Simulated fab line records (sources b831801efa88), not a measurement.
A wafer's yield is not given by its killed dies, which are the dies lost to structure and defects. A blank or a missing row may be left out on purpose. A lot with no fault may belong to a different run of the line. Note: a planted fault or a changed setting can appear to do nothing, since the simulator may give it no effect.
What tool caused it? :: flow sfq-line :: 45 wafers from 15 lots sampled at 6 of the route's 325 steps

== WHAT EACH GAUGE READ, for each wafer ==
SFQ_M2_RS_MEAS_914: uses a four-point probe to measure.
lot: L232
measured: day 26 18:32
on: film-metro-04
M2_NB_RS (ohm/sq): 0.905 0.893 0.893

lot: L233
measured: day 27 07:04
on: film-metro-04
M2_NB_RS (ohm/sq): 0.885 0.902 0.882

lot: L234
measured: day 27 13:26
on: film-metro-01
M2_NB_RS (ohm/sq): 0.900 0.885 0.884

lot: L235
measured: day 27 17:17
on: film-metro-03
M2_NB_RS (ohm/sq): 0.887 0.888 0.886

lot: L236
measured: day 27 18:14
on: film-metro-03
M2_NB_RS (ohm/sq): 0.879 0.890 0.880

lot: L237
measured: day 27 22:54
on: film-metro-01
M2_NB_RS (ohm/sq): 0.892 0.882 0.881

lot: L239
measured: day 28 07:47
on: film-metro-01
M2_NB_RS (ohm/sq): 0.893 0.897 0.887

lot: L241
measured: day 28 12:34
on: film-metro-04
M2_NB_RS (ohm/sq): 0.889 0.896 0.891

lot: L243
measured: day 29 19:15
on: film-metro-01
M2_NB_RS (ohm/sq): 0.899 0.905 0.906

lot: L244
measured: day 30 02:53
on: film-metro-03
M2_NB_RS (ohm/sq): 0.883 0.877 0.888

lot: L246
measured: day 30 21:49
on: film-metro-03
M2_NB_RS (ohm/sq): 0.885 0.880 0.880

lot: L251
measured: day 32 18:17
on: film-metro-03
M2_NB_RS (ohm/sq): 0.885 0.882 0.880

lot: L252
measured: day 33 08:11
on: film-metro-04
M2_NB_RS (ohm/sq): 0.893 0.881 0.891

lot: L253
measured: day 33 11:29
on: film-metro-03
M2_NB_RS (ohm/sq): 0.889 0.890 0.878

lot: L254
measured: day 34 17:28
on: film-metro-01
M2_NB_RS (ohm/sq): 0.897 0.893 0.902

== TOOL THAT RAN EACH LOT (tool first, then ch and the chambers of the sampled wafers, then the start) ==
lot: L232
SFQ_TRILAYER_L0_DEP_SPUTTER_003: pvd-sputter-04, day 1 12:29
SFQ_TRILAYER_L0_CAP_PECVD_011: pecvd-04 ch 0,2, day 5 09:43
SFQ_TRILAYER_L0_VIA_ETCH_VIA_ETCH_016: rie-diel-04 ch 0,3, day 9 01:04
SFQ_TRILAYER_L0_VIA_STRIP_STRIP_017: rie-metal-03 ch 0,1, day 9 01:07
SFQ_TRILAYER_M0_LITHO_EXPOSE_022: krf-scanner-02 ch 0, day 13 20:35

lot: L233
SFQ_TRILAYER_L0_DEP_SPUTTER_003: pvd-sputter-03, day 1 17:29
SFQ_TRILAYER_L0_CAP_PECVD_011: pecvd-01 ch 0,1,2, day 5 14:31
SFQ_TRILAYER_L0_VIA_ETCH_VIA_ETCH_016: rie-diel-04 ch 0,1,3, day 9 11:52
SFQ_TRILAYER_L0_VIA_STRIP_STRIP_017: rie-metal-01 ch 0,1, day 9 12:07
SFQ_TRILAYER_M0_LITHO_EXPOSE_022: krf-scanner-02 ch 0, day 14 08:47

lot: L234
SFQ_TRILAYER_L0_DEP_SPUTTER_003: pvd-sputter-06, day 1 22:29
SFQ_TRILAYER_L0_CAP_PECVD_011: pecvd-02 ch 0,1, day 5 19:19
SFQ_TRILAYER_L0_VIA_ETCH_VIA_ETCH_016: rie-diel-04 ch 0,2,3, day 9 19:04
SFQ_TRILAYER_L0_VIA_STRIP_STRIP_017: rie-metal-03 ch 0,1, day 9 19:07
SFQ_TRILAYER_M0_LITHO_EXPOSE_022: krf-scanner-02 ch 0, day 14 19:11

lot: L235
SFQ_TRILAYER_L0_DEP_SPUTTER_003: pvd-sputter-03, day 2 03:29
SFQ_TRILAYER_L0_CAP_PECVD_011: pecvd-04 ch 0,1,2, day 5 22:56
SFQ_TRILAYER_L0_VIA_ETCH_VIA_ETCH_016: rie-diel-01 ch 0,1,3, day 9 22:40
SFQ_TRILAYER_L0_VIA_STRIP_STRIP_017: rie-metal-02 ch 0,1, day 9 22:55
SFQ_TRILAYER_M0_LITHO_EXPOSE_022: krf-scanner-02 ch 0, day 14 20:59

lot: L236
SFQ_TRILAYER_L0_DEP_SPUTTER_003: pvd-sputter-04, day 2 08:29
SFQ_TRILAYER_L0_CAP_PECVD_011: pecvd-02 ch 0,2, day 6 00:07
SFQ_TRILAYER_L0_VIA_ETCH_VIA_ETCH_016: rie-diel-01 ch 0,1,3, day 10 03:35
SFQ_TRILAYER_L0_VIA_STRIP_STRIP_017: rie-metal-01 ch 0,1, day 10 03:38
SFQ_TRILAYER_M0_LITHO_EXPOSE_022: krf-scanner-02 ch 0, day 14 21:35

lot: L237
SFQ_TRILAYER_L0_DEP_SPUTTER_003: pvd-sputter-06, day 2 13:29
SFQ_TRILAYER_L0_CAP_PECVD_011: pecvd-01 ch 0,1, day 6 01:20
SFQ_TRILAYER_L0_VIA_ETCH_VIA_ETCH_016: rie-diel-03 ch 0,1,2, day 10 05:59
SFQ_TRILAYER_L0_VIA_STRIP_STRIP_017: rie-metal-01 ch 0,1, day 10 06:14
SFQ_TRILAYER_M0_LITHO_EXPOSE_022: krf-scanner-02 ch 0, day 14 23:11

lot: L239
SFQ_TRILAYER_L0_DEP_SPUTTER_003: pvd-sputter-03, day 2 23:29
SFQ_TRILAYER_L0_CAP_PECVD_011: pecvd-01 ch 1,2, day 6 09:44
SFQ_TRILAYER_L0_VIA_ETCH_VIA_ETCH_016: rie-diel-04 ch 0,1,2, day 10 18:07
SFQ_TRILAYER_L0_VIA_STRIP_STRIP_017: rie-metal-03 ch 1, day 10 18:34
SFQ_TRILAYER_M0_LITHO_EXPOSE_022: krf-scanner-02 ch 0, day 15 01:35

lot: L241
SFQ_TRILAYER_L0_DEP_SPUTTER_003: pvd-sputter-03, day 3 09:29
SFQ_TRILAYER_L0_CAP_PECVD_011: pecvd-04 ch 0,2, day 6 18:07
SFQ_TRILAYER_L0_VIA_ETCH_VIA_ETCH_016: rie-diel-03 ch 1,2, day 11 00:07
SFQ_TRILAYER_L0_VIA_STRIP_STRIP_017: rie-metal-01 ch 0,1, day 11 00:10
SFQ_TRILAYER_M0_LITHO_EXPOSE_022: krf-scanner-02 ch 0, day 15 03:47

lot: L243
SFQ_TRILAYER_L0_DEP_SPUTTER_003: pvd-sputter-03, day 3 19:29
SFQ_TRILAYER_L0_CAP_PECVD_011: pecvd-02 ch 0,1,2, day 7 06:10
SFQ_TRILAYER_L0_VIA_ETCH_VIA_ETCH_016: rie-diel-03 ch 0,2,3, day 11 10:55
SFQ_TRILAYER_L0_VIA_STRIP_STRIP_017: rie-metal-01 ch 0,1, day 11 10:58
SFQ_TRILAYER_M0_LITHO_EXPOSE_022: krf-scanner-01 ch 0, day 16 14:12

lot: L244
SFQ_TRILAYER_L0_DEP_SPUTTER_003: pvd-sputter-03, day 4 00:29
SFQ_TRILAYER_L0_CAP_PECVD_011: pecvd-04 ch 1,2, day 7 12:11
SFQ_TRILAYER_L0_VIA_ETCH_VIA_ETCH_016: rie-diel-01 ch 2,3, day 11 18:07
SFQ_TRILAYER_L0_VIA_STRIP_STRIP_017: rie-metal-02 ch 0,1, day 11 18:22
SFQ_TRILAYER_M0_LITHO_EXPOSE_022: krf-scanner-01 ch 0, day 16 21:36

lot: L246
SFQ_TRILAYER_L0_DEP_SPUTTER_003: pvd-sputter-04, day 4 10:29
SFQ_TRILAYER_L0_CAP_PECVD_011: pecvd-01 ch 0,1, day 8 02:34
SFQ_TRILAYER_L0_VIA_ETCH_VIA_ETCH_016: rie-diel-03 ch 0,1, day 12 14:38
SFQ_TRILAYER_L0_VIA_STRIP_STRIP_017: rie-metal-01 ch 0,1, day 12 14:41
SFQ_TRILAYER_M0_LITHO_EXPOSE_022: krf-scanner-02 ch 0, day 17 16:31

lot: L251
SFQ_TRILAYER_L0_DEP_SPUTTER_003: pvd-sputter-04, day 5 11:29
SFQ_TRILAYER_L0_CAP_PECVD_011: pecvd-04 ch 0,1, day 9 06:40
SFQ_TRILAYER_L0_VIA_ETCH_VIA_ETCH_016: rie-diel-03 ch 0,1,3, day 14 02:46
SFQ_TRILAYER_L0_VIA_STRIP_STRIP_017: rie-metal-03 ch 0,1, day 14 02:49
SFQ_TRILAYER_M0_LITHO_EXPOSE_022: krf-scanner-01 ch 0, day 19 18:45

lot: L252
SFQ_TRILAYER_L0_DEP_SPUTTER_003: pvd-sputter-06, day 5 16:29
SFQ_TRILAYER_L0_CAP_PECVD_011: pecvd-01 ch 0,1, day 9 17:38
SFQ_TRILAYER_L0_VIA_ETCH_VIA_ETCH_016: rie-diel-01 ch 0,2,3, day 14 18:22
SFQ_TRILAYER_L0_VIA_STRIP_STRIP_017: rie-metal-03 ch 0,1, day 14 18:25
SFQ_TRILAYER_M0_LITHO_EXPOSE_022: krf-scanner-01, day 20 10:21

lot: L253
SFQ_TRILAYER_L0_DEP_SPUTTER_003: pvd-sputter-06, day 5 21:29
SFQ_TRILAYER_L0_CAP_PECVD_011: pecvd-04 ch 0,1, day 9 22:16
SFQ_TRILAYER_L0_VIA_ETCH_VIA_ETCH_016: rie-diel-03 ch 0,2,3, day 14 23:58
SFQ_TRILAYER_L0_VIA_STRIP_STRIP_017: rie-metal-01 ch 0, day 15 00:13
SFQ_TRILAYER_M0_LITHO_EXPOSE_022: krf-scanner-01, day 20 17:33

lot: L254
SFQ_TRILAYER_L0_DEP_SPUTTER_003: pvd-sputter-03, day 6 02:29
SFQ_TRILAYER_L0_CAP_PECVD_011: pecvd-04 ch 0,1,2, day 10 09:54
SFQ_TRILAYER_L0_VIA_ETCH_VIA_ETCH_016: rie-diel-03 ch 0,2, day 15 10:46
SFQ_TRILAYER_L0_VIA_STRIP_STRIP_017: rie-metal-02 ch 0,1, day 15 10:49
SFQ_TRILAYER_M0_LITHO_EXPOSE_022: krf-scanner-02, day 21 11:28
- SFQ_TRILAYER_L0_DEP_SPUTTER_003: material MoNx KI, target thk 40 nm, time 100 s.
- SFQ_TRILAYER_L0_CAP_PECVD_011: deposits SiO2 from SiH4/N2O, time 13.333 s, target thk 60 nm.
- SFQ_TRILAYER_L0_VIA_ETCH_VIA_ETCH_016: etches SiO2 in CHF3, stops on MoNx KI, target depth 80 nm.
- SFQ_TRILAYER_L0_VIA_STRIP_STRIP_017: strips in O2.
- SFQ_TRILAYER_M0_LITHO_EXPOSE_022: exposes mask M0, target cd 500 nm.

== AS READ BY THE TOOLS THEMSELVES (means over the sampled wafers that have a number; for cases with no such wafer, the mark the record gives instead) ==
SFQ_TRILAYER_L0_DEP_SPUTTER_003.
lot: L232
tool: pvd-sputter-04
throttle-valve-pct (%): 30.4

lot: L233
tool: pvd-sputter-03
throttle-valve-pct (%): 30.7

lot: L234
tool: pvd-sputter-06
throttle-valve-pct (%): 30.8

lot: L235
tool: pvd-sputter-03
throttle-valve-pct (%): 30.6

lot: L236
tool: pvd-sputter-04
throttle-valve-pct (%): 29.4

lot: L237
tool: pvd-sputter-06
throttle-valve-pct (%): 30.2

lot: L239
tool: pvd-sputter-03
throttle-valve-pct (%): 31.2

lot: L241
tool: pvd-sputter-03
throttle-valve-pct (%): 31.0

lot: L243
tool: pvd-sputter-03
throttle-valve-pct (%): 30.9

lot: L244
tool: pvd-sputter-03
throttle-valve-pct (%): 30.9

lot: L246
tool: pvd-sputter-04
throttle-valve-pct (%): 30.9

lot: L251
tool: pvd-sputter-04
throttle-valve-pct (%): 29.3

lot: L252
tool: pvd-sputter-06
throttle-valve-pct (%): 30.9

lot: L253
tool: pvd-sputter-06
throttle-valve-pct (%): 30.5

lot: L254
tool: pvd-sputter-03
throttle-valve-pct (%): 31.1

SFQ_TRILAYER_L0_CAP_PECVD_011.
lot: L232
tool: pecvd-04
chamber-pressure-Torr (Torr): 2.401
heater-power-outer-w (W): 30
heater-power-w (W): 80
throttle-valve-pct (%): 27.0

lot: L233
tool: pecvd-01
chamber-pressure-Torr (Torr): 2.397
heater-power-outer-w (W): 31
heater-power-w (W): 86
throttle-valve-pct (%): 25.1

lot: L234
tool: pecvd-02
chamber-pressure-Torr (Torr): 2.396
heater-power-outer-w (W): 36
heater-power-w (W): 87
throttle-valve-pct (%): 25.0

lot: L235
tool: pecvd-04
chamber-pressure-Torr (Torr): 2.401
heater-power-outer-w (W): 31
heater-power-w (W): 84
throttle-valve-pct (%): 25.6

lot: L236
tool: pecvd-02
chamber-pressure-Torr (Torr): 2.402
heater-power-outer-w (W): 36
heater-power-w (W): 84
throttle-valve-pct (%): 23.9

lot: L237
tool: pecvd-01
chamber-pressure-Torr (Torr): 2.402
heater-power-outer-w (W): 36
heater-power-w (W): 95
throttle-valve-pct (%): 25.2

lot: L239
tool: pecvd-01
chamber-pressure-Torr (Torr): 2.398
heater-power-outer-w (W): 31
heater-power-w (W): 86
throttle-valve-pct (%): 24.9

lot: L241
tool: pecvd-04
chamber-pressure-Torr (Torr): 2.403
heater-power-outer-w (W): 24
heater-power-w (W): 70
throttle-valve-pct (%): 27.0

lot: L243
tool: pecvd-02
chamber-pressure-Torr (Torr): 2.406
heater-power-outer-w (W): 31
heater-power-w (W): 79
throttle-valve-pct (%): 24.6

lot: L244
tool: pecvd-04
chamber-pressure-Torr (Torr): 2.393
heater-power-outer-w (W): 26
heater-power-w (W): 83
throttle-valve-pct (%): 24.4

lot: L246
tool: pecvd-01
chamber-pressure-Torr (Torr): 2.403
heater-power-outer-w (W): 32
heater-power-w (W): 90
throttle-valve-pct (%): 25.3

lot: L251
tool: pecvd-04
chamber-pressure-Torr (Torr): 2.398
heater-power-outer-w (W): 32
heater-power-w (W): 73
throttle-valve-pct (%): 26.9

lot: L252
tool: pecvd-01
chamber-pressure-Torr (Torr): -
heater-power-outer-w (W): -
heater-power-w (W): -
throttle-valve-pct (%): -

lot: L253
tool: pecvd-04
chamber-pressure-Torr (Torr): -
heater-power-outer-w (W): -
heater-power-w (W): -
throttle-valve-pct (%): -

lot: L254
tool: pecvd-04
chamber-pressure-Torr (Torr): -
heater-power-outer-w (W): -
heater-power-w (W): -
throttle-valve-pct (%): -

SFQ_TRILAYER_L0_VIA_ETCH_VIA_ETCH_016.
lot: L232
tool: rie-diel-04
drypump-motor-current-A (A): 6.0
oes-product-au (a.u.): 0.839

lot: L233
tool: rie-diel-04
drypump-motor-current-A (A): 5.5
oes-product-au (a.u.): 0.846

lot: L234
tool: rie-diel-04
drypump-motor-current-A (A): 6.1
oes-product-au (a.u.): 0.853

lot: L235
tool: rie-diel-01
drypump-motor-current-A (A): 6.1
oes-product-au (a.u.): 0.842

lot: L236
tool: rie-diel-01
drypump-motor-current-A (A): 6.1
oes-product-au (a.u.): 0.848

lot: L237
tool: rie-diel-03
drypump-motor-current-A (A): 5.4
oes-product-au (a.u.): 0.837

lot: L239
tool: rie-diel-04
drypump-motor-current-A (A): 5.6
oes-product-au (a.u.): 0.835

lot: L241
tool: rie-diel-03
drypump-motor-current-A (A): 5.2
oes-product-au (a.u.): 0.843

lot: L243
tool: rie-diel-03
drypump-motor-current-A (A): 5.8
oes-product-au (a.u.): 0.842

lot: L244
tool: rie-diel-01
drypump-motor-current-A (A): 6.3
oes-product-au (a.u.): 0.850

lot: L246
tool: rie-diel-03
drypump-motor-current-A (A): 5.2
oes-product-au (a.u.): 0.837

lot: L251
tool: rie-diel-03
drypump-motor-current-A (A): 5.5
oes-product-au (a.u.): 0.848

lot: L252
tool: rie-diel-01
drypump-motor-current-A (A): 6.2
oes-product-au (a.u.): 0.372

lot: L253
tool: rie-diel-03
drypump-motor-current-A (A): 5.8
oes-product-au (a.u.): 0.375

lot: L254
tool: rie-diel-03
drypump-motor-current-A (A): 5.7
oes-product-au (a.u.): 0.377

SFQ_TRILAYER_L0_VIA_STRIP_STRIP_017.
lot: L232
tool: rie-metal-03
drypump-motor-current-A (A): 5.3
he-backside-leak-sccm (sccm): 3.40
oes-product-au (a.u.): 0.991

lot: L233
tool: rie-metal-01
drypump-motor-current-A (A): 6.2
he-backside-leak-sccm (sccm): 3.70
oes-product-au (a.u.): 0.989

lot: L234
tool: rie-metal-03
drypump-motor-current-A (A): 5.4
he-backside-leak-sccm (sccm): 3.42
oes-product-au (a.u.): 0.989

lot: L235
tool: rie-metal-02
drypump-motor-current-A (A): 5.9
he-backside-leak-sccm (sccm): 4.09
oes-product-au (a.u.): 1.002

lot: L236
tool: rie-metal-01
drypump-motor-current-A (A): 5.9
he-backside-leak-sccm (sccm): 3.65
oes-product-au (a.u.): 1.001

lot: L237
tool: rie-metal-01
drypump-motor-current-A (A): 5.9
he-backside-leak-sccm (sccm): 3.74
oes-product-au (a.u.): 0.990

lot: L239
tool: rie-metal-03
drypump-motor-current-A (A): 5.2
he-backside-leak-sccm (sccm): 3.68
oes-product-au (a.u.): 0.993

lot: L241
tool: rie-metal-01
drypump-motor-current-A (A): 5.9
he-backside-leak-sccm (sccm): 3.78
oes-product-au (a.u.): 0.990

lot: L243
tool: rie-metal-01
drypump-motor-current-A (A): 5.9
he-backside-leak-sccm (sccm): 3.79
oes-product-au (a.u.): 0.994

lot: L244
tool: rie-metal-02
drypump-motor-current-A (A): 5.9
he-backside-leak-sccm (sccm): 3.21
oes-product-au (a.u.): 1.003

lot: L246
tool: rie-metal-01
drypump-motor-current-A (A): 5.8
he-backside-leak-sccm (sccm): 3.74
oes-product-au (a.u.): 1.000

lot: L251
tool: rie-metal-03
drypump-motor-current-A (A): 5.3
he-backside-leak-sccm (sccm): 3.48
oes-product-au (a.u.): 1.001

lot: L252
tool: rie-metal-03
drypump-motor-current-A (A): 5.3
he-backside-leak-sccm (sccm): 3.54
oes-product-au (a.u.): 0.997

lot: L253
tool: rie-metal-01
drypump-motor-current-A (A): 5.5
he-backside-leak-sccm (sccm): 3.71
oes-product-au (a.u.): 1.002

lot: L254
tool: rie-metal-02
drypump-motor-current-A (A): 5.5
he-backside-leak-sccm (sccm): 3.44
oes-product-au (a.u.): 1.007

SFQ_TRILAYER_M0_LITHO_EXPOSE_022.
lot: L232
tool: krf-scanner-02
exposure-dose-mJ-cm2: 14.415
focus-offset-nm (nm): -0.1
stage-vel-mm-s (mm/s): 500.04

lot: L233
tool: krf-scanner-02
exposure-dose-mJ-cm2: 14.420
focus-offset-nm (nm): 0.1
stage-vel-mm-s (mm/s): 500.00

lot: L234
tool: krf-scanner-02
exposure-dose-mJ-cm2: 14.399
focus-offset-nm (nm): 0.6
stage-vel-mm-s (mm/s): 500.03

lot: L235
tool: krf-scanner-02
exposure-dose-mJ-cm2: 14.400
focus-offset-nm (nm): 0.0
stage-vel-mm-s (mm/s): 499.74

lot: L236
tool: krf-scanner-02
exposure-dose-mJ-cm2: 14.393
focus-offset-nm (nm): 0.2
stage-vel-mm-s (mm/s): 500.22

lot: L237
tool: krf-scanner-02
exposure-dose-mJ-cm2: 14.399
focus-offset-nm (nm): -0.2
stage-vel-mm-s (mm/s): 499.77

lot: L239
tool: krf-scanner-02
exposure-dose-mJ-cm2: 14.417
focus-offset-nm (nm): 0.1
stage-vel-mm-s (mm/s): 500.08

lot: L241
tool: krf-scanner-02
exposure-dose-mJ-cm2: 14.391
focus-offset-nm (nm): 0.1
stage-vel-mm-s (mm/s): 499.86

lot: L243
tool: krf-scanner-01
exposure-dose-mJ-cm2: 14.374
focus-offset-nm (nm): -0.2
stage-vel-mm-s (mm/s): 499.87

lot: L244
tool: krf-scanner-01
exposure-dose-mJ-cm2: 14.403
focus-offset-nm (nm): 0.2
stage-vel-mm-s (mm/s): 500.14

lot: L246
tool: krf-scanner-02
exposure-dose-mJ-cm2: 14.397
focus-offset-nm (nm): 0.9
stage-vel-mm-s (mm/s): 500.02

lot: L251
tool: krf-scanner-01
exposure-dose-mJ-cm2: 14.403
focus-offset-nm (nm): 0.2
stage-vel-mm-s (mm/s): 500.31

lot: L252
tool: krf-scanner-01
exposure-dose-mJ-cm2: -
focus-offset-nm (nm): -
stage-vel-mm-s (mm/s): -

lot: L253
tool: krf-scanner-01
exposure-dose-mJ-cm2: -
focus-offset-nm (nm): -
stage-vel-mm-s (mm/s): -

lot: L254
tool: krf-scanner-02
exposure-dose-mJ-cm2: -
focus-offset-nm (nm): -
stage-vel-mm-s (mm/s): -

== THE ANSWER, worked out from the rows above alone ==
Rule: what is usual is taken from the lots themselves. Put in order of their means at a reading, lots are off if they are a third of the lots or fewer, leave a main group of 4 or more, and stand apart from it by a gap of 3 or more times the standard deviation of the main group's means; of several such gaps the widest counts. The tables above print the reading to a certain number of digits; a main group whose means all agree to those digits is not used. Also off: a lot with no number at a reading for which 4 or more lots have one. The other lots that the step has rows for count as sound. Order of review: gauges by route order, followed by the tools' own readings, for which a lot's mean as printed above is used. The first step at which some lot is off is used, and at that step the reading that is off furthest; a lot without a number counts as furthest.
Off, at SFQ_TRILAYER_L0_CAP_PECVD_011 on chamber-pressure-Torr: L252, L253, L254. Without a number there: L252, L253, L254. For the main group the mean is 2.400 Torr and the standard deviation 0.0035.
If a tool, at that step or one of the process steps before it, ran each lot that is off and ran no sound lot following the first of them, it fits. Of those tried, none fits.

== WHAT THE SIMULATOR PUT IN ==
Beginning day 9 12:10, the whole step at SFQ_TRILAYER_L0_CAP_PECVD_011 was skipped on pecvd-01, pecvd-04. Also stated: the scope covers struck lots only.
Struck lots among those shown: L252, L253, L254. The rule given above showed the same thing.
